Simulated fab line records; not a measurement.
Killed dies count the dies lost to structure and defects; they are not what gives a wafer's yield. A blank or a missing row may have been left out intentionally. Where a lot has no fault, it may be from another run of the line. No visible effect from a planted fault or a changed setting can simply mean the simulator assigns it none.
fab line records	flow sky130
record lots=24	wafers=72	lastDay=50
route steps=708 shown VIA2@527 METAL3@532 CAPM@551 VIA3@575
lots with no fault: from the same line, run without faults
startH: the number of hours between the record's first day and the start of the first shown wafer of the lot	waitH: time in hours since the lot's previous step	" same as the row above	L1.1+2: a single row standing in for several wafers	- no value, or no start was given	* or withheld: withheld	< > ~ a bound
route shown NAME@n: NAME is a module with steps in the file, n the number in the route of the first one	usual: the fault-free wafers' mean and standard deviation	same: alike in all rows	chamber/n: place in a boat	sites: readings site by site	_std_site: standard deviation of those values	_edge_site: mean of outer sites minus mean of inner sites	radiusMm: for every site, how far away it sits from the centre of the wafer	mask NAME#n: copy n	behind: the last tool/chamber to shape the wafer	hold: the reason the lot was held/the length of the hold in hours/how it ended	device: the n, p or np transistor that did not switch	end of line: tests of these same wafers at the route's end	where a step has no rows: the recipe by itself	killed: count of dies lost to structure and defects at first sort (not the wafer's yield)	map: a wafer's dies, marking killed ones x, the rest . and places with no die _
set.NAME: the setting the step ran with; set.NAME@STEP: the setting that earlier step ran with	model.NAME: the simulator's own value behind a step, which no gauge read
one table for each step of the route and one row for each wafer, over a sample of lots
services: a tool's chamber out of use, with start hour (startH, from the record's first day; less than 0 if before it), hours out, and reason
## steps
# step SKY_VIA2_SPUTTER_20
# recipe material=TiN	targetThkNm=20	chamberPressurePa=5	powerW=4000	timeS=80
# usual throttleValvePct=29.6/0.7
lot.wafer	tool	chamber	startH	waitH	throttleValvePct
L074.1	pvdSputter-04	-	838.00	0.0	29.8
L074.3	"	-	"	"	29.9
L074.5	"	-	"	"	29.7
L075.3	pvdSputter-04	-	866.85	0.0	30.0
L075.4	"	-	"	"	29.5
L075.5	"	-	"	"	29.4
L076.2	pvdSputter-04	-	880.94	0.0	29.3
L076.5	"	-	"	"	30.1
L076.6	"	-	"	"	30.7
L077.1	pvdSputter-04	-	890.15	0.0	30.2
L077.3	"	-	"	"	29.6
L077.5	"	-	"	"	29.4
L078.3	pvdSputter-03	-	905.09	0.0	28.2
L078.4	"	-	"	"	29.0
L078.6	"	-	"	"	29.4
L079.1	pvdSputter-03	-	906.75	0.0	28.2
L079.3	"	-	"	"	29.2
L079.5	"	-	"	"	30.0
L081.1	pvdSputter-04	-	908.65	0.0	29.7
L081.4	"	-	"	"	30.7
L081.6	"	-	"	"	30.4
L080.1	pvdSputter-04	-	909.39	0.0	30.0
L080.2	"	-	"	"	29.6
L080.6	"	-	"	"	30.0
L083.1	pvdSputter-03	-	911.25	0.0	28.7
L083.2	"	-	"	"	29.4
L083.6	"	-	"	"	28.2
L082.2	pvdSputter-03	-	914.38	0.0	28.9
L082.3	"	-	"	"	30.2
L082.5	"	-	"	"	28.4
L084.1	pvdSputter-03	-	929.15	0.0	28.4
L084.2	"	-	"	"	29.0
L084.3	"	-	"	"	30.0
L085.1	pvdSputter-03	-	930.78	0.0	28.7
L085.2	"	-	"	"	30.2
L085.6	"	-	"	"	28.9
L086.2	pvdSputter-03	-	936.24	0.0	30.2
L086.3	"	-	"	"	29.6
L086.6	"	-	"	"	30.0
L087.1	pvdSputter-04	-	948.24	0.0	30.0
L087.5	"	-	"	"	29.8
L087.6	"	-	"	"	30.5
L088.2	pvdSputter-03	-	956.07	0.0	29.3
L088.3	"	-	"	"	28.1
L088.5	"	-	"	"	28.4
L089.1	pvdSputter-04	-	957.19	0.0	29.5
L089.3	"	-	"	"	29.9
L089.6	"	-	"	"	29.9
L090.4	pvdSputter-01	-	961.14	0.0	29.7
L090.5	"	-	"	"	28.4
L090.6	"	-	"	"	29.7
L091.2	pvdSputter-04	-	971.84	0.0	30.6
L091.4	"	-	"	"	29.8
L091.5	"	-	"	"	29.9
L092.3	pvdSputter-04	-	990.74	0.0	30.5
L092.4	"	-	"	"	30.1
L092.6	"	-	"	"	29.6
L093.2	pvdSputter-04	-	996.39	0.0	30.0
L093.4	"	-	"	"	29.5
L093.5	"	-	"	"	30.0
L095.1	pvdSputter-01	-	1001.20	0.0	29.8
L095.4	"	-	"	"	29.1
L095.6	"	-	"	"	28.6
L094.1	pvdSputter-03	-	1005.09	0.0	29.3
L094.4	"	-	"	"	28.3
L094.6	"	-	"	"	29.9
L096.3	pvdSputter-04	-	1006.09	0.0	29.9
L096.4	"	-	"	"	30.5
L096.5	"	-	"	"	30.6
L097.2	pvdSputter-03	-	1015.90	0.0	29.6
L097.3	"	-	"	"	30.1
L097.5	"	-	"	"	30.1
# step SKY_METAL3_SPUTTER_00
# recipe material=Ti	targetThkNm=15	powerW=3000	timeS=10	chamberPressurePa=0.4
# usual throttleValvePct=29.8/0.84
lot.wafer	tool	chamber	startH	waitH	throttleValvePct
L074.1	pvdSputter-03	-	838.67	0.1	28.1
L074.3	"	-	"	"	28.8
L074.5	"	-	"	"	29.5
L075.3	pvdSputter-03	-	867.52	0.2	29.4
L075.4	"	-	"	"	30.0
L075.5	"	-	"	"	28.9
L076.2	pvdSputter-02	-	881.62	0.1	31.5
L076.5	"	-	"	"	30.8
L076.6	"	-	"	"	30.1
L077.1	pvdSputter-04	-	890.82	0.2	30.6
L077.3	"	-	"	"	29.6
L077.5	"	-	"	"	29.6
L078.3	pvdSputter-04	-	905.76	0.1	30.4
L078.4	"	-	"	"	29.8
L078.6	"	-	"	"	30.0
L079.1	pvdSputter-04	-	907.42	0.2	30.0
L079.3	"	-	"	"	30.6
L079.5	"	-	"	"	29.6
L081.1	pvdSputter-03	-	909.32	0.2	29.5
L081.4	"	-	"	"	28.4
L081.6	"	-	"	"	29.2
L080.1	pvdSputter-04	-	910.06	0.2	29.6
L080.2	"	-	"	"	30.6
L080.6	"	-	"	"	29.6
L083.1	pvdSputter-02	-	911.92	0.1	30.7
L083.2	"	-	"	"	31.5
L083.6	"	-	"	"	31.6
L082.2	pvdSputter-02	-	915.05	0.2	30.0
L082.3	"	-	"	"	31.5
L082.5	"	-	"	"	30.7
L084.1	pvdSputter-04	-	930.02	0.1	29.9
L084.2	"	-	"	"	30.1
L084.3	"	-	"	"	30.5
L085.1	pvdSputter-02	-	931.45	0.1	31.5
L085.2	"	-	"	"	30.0
L085.6	"	-	"	"	30.5
L086.2	pvdSputter-04	-	936.91	0.1	30.5
L086.3	"	-	"	"	29.6
L086.6	"	-	"	"	30.5
L087.1	pvdSputter-02	-	948.91	0.2	31.5
L087.5	"	-	"	"	30.6
L087.6	"	-	"	"	31.4
L088.2	pvdSputter-03	-	956.74	0.1	28.3
L088.3	"	-	"	"	29.1
L088.5	"	-	"	"	28.9
L089.1	pvdSputter-03	-	957.86	0.2	30.1
L089.3	"	-	"	"	28.1
L089.6	"	-	"	"	29.9
L090.4	pvdSputter-04	-	961.82	0.1	30.6
L090.5	"	-	"	"	29.9
L090.6	"	-	"	"	29.5
L091.2	pvdSputter-03	-	972.51	0.2	30.0
L091.4	"	-	"	"	28.2
L091.5	"	-	"	"	30.0
L092.3	pvdSputter-02	-	991.42	0.2	30.4
L092.4	"	-	"	"	30.0
L092.6	"	-	"	"	30.5
L093.2	pvdSputter-03	-	997.06	0.1	29.5
L093.4	"	-	"	"	29.5
L093.5	"	-	"	"	28.1
L095.1	pvdSputter-03	-	1001.87	0.2	28.9
L095.4	"	-	"	"	30.1
L095.6	"	-	"	"	30.0
L094.1	pvdSputter-03	-	1005.81	0.2	29.1
L094.4	"	-	"	"	30.4
L094.6	"	-	"	"	28.1
L096.3	pvdSputter-03	-	1006.76	0.2	30.1
L096.4	"	-	"	"	28.1
L096.5	"	-	"	"	28.8
L097.2	pvdSputter-04	-	1016.57	0.2	30.7
L097.3	"	-	"	"	30.0
L097.5	"	-	"	"	29.8
# step SKY_METAL3_SPUTTER_03
# recipe material=Ti	targetThkNm=5	powerW=3000	timeS=3.3	chamberPressurePa=0.4
# usual throttleValvePct=29.8/0.84
lot.wafer	tool	chamber	startH	waitH	throttleValvePct
L074.1	pvdSputter-03	-	838.76	0.0	28.1
L074.3	"	-	"	"	28.9
L074.5	"	-	"	"	29.3
L075.3	pvdSputter-03	-	867.61	0.0	29.3
L075.4	"	-	"	"	30.1
L075.5	"	-	"	"	28.9
L076.2	pvdSputter-02	-	881.70	0.0	31.7
L076.5	"	-	"	"	30.7
L076.6	"	-	"	"	30.3
L077.1	pvdSputter-04	-	890.91	0.0	30.7
L077.3	"	-	"	"	29.6
L077.5	"	-	"	"	29.7
L078.3	pvdSputter-04	-	905.84	0.0	30.5
L078.4	"	-	"	"	29.8
L078.6	"	-	"	"	30.1
L079.1	pvdSputter-04	-	907.51	0.0	30.0
L079.3	"	-	"	"	30.6
L079.5	"	-	"	"	29.7
L081.1	pvdSputter-03	-	909.41	0.0	29.3
L081.4	"	-	"	"	28.3
L081.6	"	-	"	"	29.3
L080.1	pvdSputter-04	-	910.15	0.0	29.4
L080.2	"	-	"	"	30.5
L080.6	"	-	"	"	29.3
L083.1	pvdSputter-02	-	912.00	0.0	30.5
L083.2	"	-	"	"	31.6
L083.6	"	-	"	"	31.6
L082.2	pvdSputter-02	-	915.14	0.0	30.3
L082.3	"	-	"	"	31.4
L082.5	"	-	"	"	30.4
L084.1	pvdSputter-04	-	930.11	0.0	29.9
L084.2	"	-	"	"	30.0
L084.3	"	-	"	"	30.4
L085.1	pvdSputter-02	-	931.54	0.0	31.4
L085.2	"	-	"	"	29.8
L085.6	"	-	"	"	30.3
L086.2	pvdSputter-04	-	937.00	0.0	30.5
L086.3	"	-	"	"	29.9
L086.6	"	-	"	"	30.2
L087.1	pvdSputter-02	-	949.00	0.0	31.3
L087.5	"	-	"	"	30.1
L087.6	"	-	"	"	31.3
L088.2	pvdSputter-03	-	956.83	0.0	28.3
L088.3	"	-	"	"	29.1
L088.5	"	-	"	"	28.7
L089.1	pvdSputter-03	-	957.95	0.0	30.1
L089.3	"	-	"	"	28.3
L089.6	"	-	"	"	30.3
L090.4	pvdSputter-04	-	961.90	0.0	30.7
L090.5	"	-	"	"	29.8
L090.6	"	-	"	"	29.7
L091.2	pvdSputter-03	-	972.60	0.0	30.1
L091.4	"	-	"	"	28.4
L091.5	"	-	"	"	29.9
L092.3	pvdSputter-02	-	991.50	0.0	30.3
L092.4	"	-	"	"	29.8
L092.6	"	-	"	"	30.3
L093.2	pvdSputter-03	-	997.15	0.0	29.6
L093.4	"	-	"	"	29.6
L093.5	"	-	"	"	28.3
L095.1	pvdSputter-03	-	1001.95	0.0	28.9
L095.4	"	-	"	"	30.1
L095.6	"	-	"	"	29.9
L094.1	pvdSputter-03	-	1005.89	0.0	28.8
L094.4	"	-	"	"	30.1
L094.6	"	-	"	"	28.2
L096.3	pvdSputter-03	-	1006.84	0.0	30.0
L096.4	"	-	"	"	28.5
L096.5	"	-	"	"	28.8
L097.2	pvdSputter-04	-	1016.66	0.0	30.6
L097.3	"	-	"	"	29.9
L097.5	"	-	"	"	30.0
# step SKY_CAPM_STRIP_14
# recipe chemistry=O2/N2	powerW=1400	pressureMtorr=1500	platenTempC=withheld	o2FlowSccm=3000	n2FlowSccm=300	overashFraction=0.5
# usual drypumpMotorCurrentA=5.7/0.32	n2FlowSccm=300.1/0.85	oesProductAu=0.710/0.0048	stripTimeToEndpointS=12.64/0.047
lot.wafer	tool	chamber	startH	waitH	drypumpMotorCurrentA	n2FlowSccm	oesProductAu	rfHoursCounterH	stripTimeToEndpointS
L074.1	plasmaAsher-01	0	864.70	0.1	5.6	301.0	0.711	44	12.61
L074.3	"	0	"	"	5.6	301.1	0.711	-	12.65
L074.5	"	0	"	"	5.6	301.4	0.715	-	12.61
L075.3	plasmaAsher-01	0	892.89	0.1	5.6	299.6	0.713	-	12.60
L075.4	"	1	"	"	5.9	299.7	0.712	-	12.63
L075.5	"	1	"	"	5.9	299.7	0.711	-	12.60
L076.2	plasmaAsher-02	0	907.59	0.1	5.1	300.1	0.711	17	12.64
L076.5	"	1	"	"	5.9	299.4	0.702	-	12.67
L076.6	"	0	"	"	5.1	300.0	0.714	-	12.69
L077.1	plasmaAsher-03	0	915.49	0.1	6.2	299.3	0.711	112	12.66
L077.3	"	0	"	"	6.2	300.6	0.703	-	12.59
L077.5	"	0	"	"	6.2	300.0	0.702	-	12.65
L078.3	plasmaAsher-03	1	930.73	0.1	5.8	301.9	0.701	-	12.61
L078.4	"	0	"	"	6.2	299.3	0.710	-	12.61
L078.6	"	0	"	"	6.2	297.8	0.706	-	12.64
L079.1	plasmaAsher-02	1	932.16	0.1	5.9	299.9	0.707	19	12.67
L079.3	"	0	"	"	5.1	300.1	0.706	-	12.64
L079.5	"	1	"	"	5.9	301.2	0.708	-	12.65
L081.1	plasmaAsher-02	1	933.89	0.1	5.8	299.4	0.709	19	12.64
L081.4	"	1	"	"	5.8	299.4	0.712	-	12.63
L081.6	"	1	"	"	5.9	300.9	0.708	-	12.67
L080.1	plasmaAsher-01	1	934.59	0.1	5.9	301.3	0.711	51	12.64
L080.2	"	0	"	"	5.6	299.9	0.704	51	12.63
L080.6	"	1	"	"	5.9	299.6	0.704	-	12.62
L083.1	plasmaAsher-02	1	937.20	0.1	5.8	300.8	0.709	20	12.68
L083.2	"	0	"	"	5.1	300.7	0.708	20	12.74
L083.6	"	0	"	"	5.1	301.6	0.715	-	12.73
L082.2	plasmaAsher-01	1	938.87	0.1	5.8	300.0	0.710	52	12.57
L082.3	"	0	"	"	5.6	299.4	0.716	-	12.64
L082.5	"	0	"	"	5.6	298.6	0.710	-	12.60
L084.1	plasmaAsher-01	1	954.75	0.1	5.9	300.4	0.712	53	12.67
L084.2	"	0	"	"	5.6	300.7	0.705	53	12.68
L084.3	"	0	"	"	5.6	298.9	0.717	-	12.62
L085.1	plasmaAsher-01	0	956.51	0.1	5.6	298.8	0.709	53	12.67
L085.2	"	1	"	"	5.9	300.0	0.707	53	12.60
L085.6	"	0	"	"	5.6	299.7	0.718	-	12.67
L086.2	plasmaAsher-02	1	961.71	0.1	5.8	300.2	0.708	22	12.71
L086.3	"	1	"	"	5.9	300.8	0.706	-	12.61
L086.6	"	1	"	"	5.9	300.4	0.715	-	12.65
L087.1	plasmaAsher-02	0	973.46	0.1	5.2	299.8	0.712	23	12.69
L087.5	"	0	"	"	5.1	299.2	0.712	-	12.70
L087.6	"	1	"	"	5.9	300.2	0.724	-	12.68
L088.2	plasmaAsher-02	1	980.54	0.1	5.9	298.5	0.713	24	12.61
L088.3	"	1	"	"	5.9	298.3	0.709	-	12.56
L088.5	"	0	"	"	5.1	301.0	0.704	-	12.56
L089.1	plasmaAsher-01	0	981.99	0.1	5.6	300.0	0.711	56	12.68
L089.3	"	1	"	"	5.9	299.9	0.713	-	12.72
L089.6	"	0	"	"	5.6	299.7	0.710	-	12.70
L090.4	plasmaAsher-03	0	985.69	0.1	6.2	299.0	0.710	-	12.66
L090.5	"	0	"	"	6.2	300.2	0.710	-	12.66
L090.6	"	1	"	"	5.8	299.4	0.707	-	12.70
L091.2	plasmaAsher-03	0	996.35	0.1	6.2	299.9	0.715	120	12.58
L091.4	"	0	"	"	6.2	300.3	0.709	-	12.59
L091.5	"	1	"	"	5.8	299.3	0.718	-	12.65
L092.3	plasmaAsher-02	0	1014.34	0.1	5.1	300.4	0.706	-	12.67
L092.4	"	1	"	"	5.9	299.4	0.707	-	12.65
L092.6	"	0	"	"	5.1	300.3	0.711	-	12.68
L093.2	plasmaAsher-01	1	1019.51	0.1	5.8	299.3	0.710	60	12.67
L093.4	"	1	"	"	5.8	299.5	0.712	-	12.66
L093.5	"	0	"	"	5.6	300.1	0.711	-	12.68
L095.1	plasmaAsher-01	1	1024.40	0.1	5.9	299.4	0.717	60	12.57
L095.4	"	0	"	"	5.6	301.5	0.714	-	12.57
L095.6	"	0	"	"	5.6	300.0	0.704	-	12.55
L094.1	plasmaAsher-02	0	1028.06	0.1	5.1	298.9	0.712	29	12.59
L094.4	"	1	"	"	5.8	299.4	0.702	-	12.69
L094.6	"	0	"	"	5.1	299.9	0.713	-	12.66
L096.3	plasmaAsher-01	1	1029.70	0.1	5.8	300.2	0.707	-	12.56
L096.4	"	0	"	"	5.6	299.9	0.706	-	12.54
L096.5	"	1	"	"	5.9	299.2	0.712	-	12.55
L097.2	plasmaAsher-02	0	1038.98	0.1	5.1	300.5	0.714	30	12.61
L097.3	"	1	"	"	5.9	301.7	0.718	-	12.62
L097.5	"	1	"	"	5.9	302.1	0.710	-	12.58
# step SKY_VIA3_CMP_02
# recipe material=SiO2	downForcePsi=4	platenRpm=60	padVelocityMS=0.94248
# usual motorCurrentA=12.5/1.1
lot.wafer	tool	chamber	startH	waitH	motorCurrentA
L074.1	cmp-01	2	891.99	0.1	12.8
L074.3	"	1	"	"	13.5
L074.5	"	2	"	"	13.1
L075.4	cmp-01	0	919.90	0.1	11.6
L075.3	"	1	"	"	13.2
L075.5	"	2	"	"	12.2
L076.2	cmp-01	2	934.17	0.1	12.8
L076.6	"	0	"	"	11.8
L076.5	"	1	"	"	13.5
L077.1	cmp-01	0	940.41	0.1	11.7
L077.3	"	2	"	"	13.1
L077.5	"	1	"	"	13.8
L078.4	cmp-01	2	957.45	0.1	13.0
L078.3	"	0	"	"	11.7
L078.6	"	2	"	"	12.7
L079.1	cmp-02	2	958.52	0.1	12.0
L079.3	"	3	"	"	11.3
L079.5	"	2	"	"	12.4
L081.4	cmp-01	1	960.23	0.1	13.9
L081.1	"	2	"	"	13.3
L081.6	"	0	"	"	11.7
L080.2	cmp-02	1	961.25	0.1	10.9
L080.1	"	3	"	"	10.9
L080.6	"	1	"	"	11.5
L083.2	cmp-02	0	963.55	0.0	14.7
L083.1	"	2	"	"	12.2
L083.6	"	1	"	"	10.8
L082.3	cmp-01	2	966.18	0.0	12.4
L082.2	"	0	"	"	11.5
L082.5	"	2	"	"	12.8
L084.2	cmp-02	3	980.05	0.3	11.5
L084.1	"	0	"	"	14.5
L084.3	"	2	"	"	12.2
L085.2	cmp-02	0	982.61	0.6	14.0
L085.1	"	1	"	"	10.5
L085.6	"	3	"	"	11.4
L086.2	cmp-02	2	987.29	0.1	11.8
L086.3	"	3	"	"	10.8
L086.6	"	1	"	"	11.2
L087.1	cmp-01	0	999.08	0.1	11.3
L087.6	"	0	"	"	12.0
L087.5	"	1	"	"	13.9
L088.3	cmp-01	0	1006.11	0.3	11.9
L088.2	"	1	"	"	12.9
L088.5	"	0	"	"	12.1
L089.1	cmp-01	2	1007.08	0.1	13.3
L089.3	"	3	"	"	12.4
L089.6	"	1	"	"	13.3
L090.4	cmp-02	3	1010.44	0.0	11.6
L090.6	"	3	"	"	11.6
L090.5	"	0	"	"	13.8
L091.2	cmp-02	2	1020.58	0.0	11.9
L091.4	"	3	"	"	11.3
L091.5	"	2	"	"	12.6
L092.4	cmp-02	1	1039.19	0.4	11.2
L092.3	"	2	"	"	12.6
L092.6	"	3	"	"	11.1
L093.2	cmp-02	0	1043.43	0.0	14.1
L093.4	"	3	"	"	11.0
L093.5	"	0	"	"	13.6
L095.1	cmp-02	0	1048.09	0.1	14.0
L095.4	"	1	"	"	11.0
L095.6	"	0	"	"	14.1
L094.4	cmp-01	0	1050.64	0.1	12.2
L094.1	"	1	"	"	14.3
L094.6	"	3	"	"	12.9
L096.4	cmp-02	2	1053.53	0.1	12.5
L096.3	"	3	"	"	11.4
L096.5	"	2	"	"	12.8
L097.3	cmp-01	0	1062.13	0.0	12.1
L097.2	"	3	"	"	12.8
L097.5	"	1	"	"	13.1
# step SKY_VIA3_ETCH_15
# recipe target=SiO2	chemistry=C4F8/O2/Ar	targetDepthNm=507	stopOn=TiN	maskMaterial=KrF-thick	sourceW=1500	biasW=1200	pressureMtorr=40	c4f8FlowSccm=withheld	O2_flow_sccm=6	Ar_flow_sccm=300	timeS=78
# usual oesProductAu=0.952/0.0049
lot.wafer	tool	chamber	startH	waitH	oesProductAu	rfHoursCounterH
L074.1	rieDiel-04	0	917.94	0.0	0.946	27
L074.3	"	1	"	"	0.957	18
L074.5	"	0	"	"	0.955	-
L075.3	rieDiel-02	3	944.59	0.0	0.943	3
L075.4	"	0	"	"	0.958	8
L075.5	"	1	"	"	0.957	-
L076.2	rieDiel-04	3	958.34	0.0	0.954	1
L076.5	"	3	"	"	0.947	-
L076.6	"	2	"	"	0.954	-
L077.1	rieDiel-01	0	965.64	0.0	0.950	2
L077.3	"	1	"	"	0.956	14
L077.5	"	1	"	"	0.947	-
L078.3	rieDiel-02	2	981.94	0.0	0.958	18
L078.4	"	0	"	"	0.952	9
L078.6	"	0	"	"	0.958	-
L079.1	rieDiel-02	1	983.05	0.0	0.958	14
L079.3	"	0	"	"	0.952	9
L079.5	"	1	"	"	0.950	-
L081.1	rieDiel-01	0	984.64	0.0	0.945	2
L081.4	"	3	"	"	0.947	-
L081.6	"	0	"	"	0.957	-
L080.1	rieDiel-04	1	985.59	0.0	0.949	20
L080.2	"	3	"	"	0.953	2
L080.6	"	3	"	"	0.944	-
L083.1	rieDiel-04	1	988.14	0.0	0.952	20
L083.2	"	2	"	"	0.948	8
L083.6	"	2	"	"	0.954	-
L082.2	rieDiel-01	2	990.44	0.0	0.941	10
L082.3	"	0	"	"	0.954	2
L082.5	"	3	"	"	0.948	-
L084.1	rieDiel-02	0	1003.59	0.0	0.953	10
L084.2	"	2	"	"	0.953	18
L084.3	"	3	"	"	0.958	5
L085.1	rieDiel-04	0	1007.30	0.0	0.949	0
L085.2	"	3	"	"	0.954	3
L085.6	"	0	"	"	0.957	-
L086.2	rieDiel-04	3	1011.15	0.0	0.952	3
L086.3	"	2	"	"	0.953	9
L086.6	"	0	"	"	0.957	-
L087.1	rieDiel-01	0	1022.44	0.0	0.951	3
L087.5	"	1	"	"	0.942	-
L087.6	"	0	"	"	0.951	-
L088.2	rieDiel-02	2	1029.10	0.0	0.952	19
L088.3	"	3	"	"	0.959	6
L088.5	"	0	"	"	0.960	-
L089.1	rieDiel-01	2	1030.19	0.0	0.953	11
L089.3	"	1	"	"	0.952	16
L089.6	"	3	"	"	0.947	-
L090.4	rieDiel-02	2	1033.29	0.0	0.947	20
L090.5	"	1	"	"	0.951	-
L090.6	"	0	"	"	0.949	-
L091.2	rieDiel-01	1	1043.20	0.0	0.957	16
L091.4	"	0	"	"	0.946	4
L091.5	"	2	"	"	0.946	-
L092.3	rieDiel-02	0	1060.64	0.0	0.958	12
L092.4	"	1	"	"	0.950	16
L092.6	"	0	"	"	0.958	-
L093.2	rieDiel-04	3	1065.14	0.0	0.957	5
L093.4	"	1	"	"	0.940	-
L093.5	"	3	"	"	0.963	-
L095.1	rieDiel-01	0	1070.44	0.0	0.952	5
L095.4	"	1	"	"	0.957	17
L095.6	"	3	"	"	0.952	-
L094.1	rieDiel-04	1	1072.29	0.0	0.954	23
L094.4	"	2	"	"	0.956	-
L094.6	"	0	"	"	0.945	-
L096.3	rieDiel-02	2	1075.34	0.0	0.956	21
L096.4	"	1	"	"	0.954	17
L096.5	"	1	"	"	0.950	-
L097.2	rieDiel-02	1	1083.74	0.0	0.957	17
L097.3	"	3	"	"	0.956	8
L097.5	"	0	"	"	0.945	-
## services
tool	chamber	startH	hours	kind
plasmaAsher-01	-	823.24	0.4	repair
cmp-01	-	834.00	6.8	repair
rieDiel-02	-	843.79	0.2	repair
plasmaAsher-01	-	859.17	1.4	repair
rieDiel-02	1	872.88	7.9	repair
pvdSputter-02	-	882.23	5.3	repair
cmp-02	-	908.08	1.3	repair
cmp-02	-	912.09	4.0	pm
cmp-01	-	921.28	2.9	repair
cmp-02	-	930.59	5.5	pm
cmp-02	-	940.08	0.4	repair
cmp-01	-	943.30	7.2	pm
plasmaAsher-01	-	944.19	2.3	repair
plasmaAsher-01	-	956.77	0.6	repair
cmp-02	-	958.95	0.6	repair
pvdSputter-03	-	966.55	3.4	repair
cmp-02	-	972.51	2.8	repair
cmp-01	-	977.89	4.7	pm
cmp-02	-	1002.71	3.6	repair
pvdSputter-02	-	1005.81	5.8	repair
cmp-01	-	1020.51	2.0	repair
pvdSputter-04	-	1020.83	1.3	repair
cmp-02	-	1033.63	2.0	repair
cmp-02	-	1052.80	0.4	repair
## key
fault none
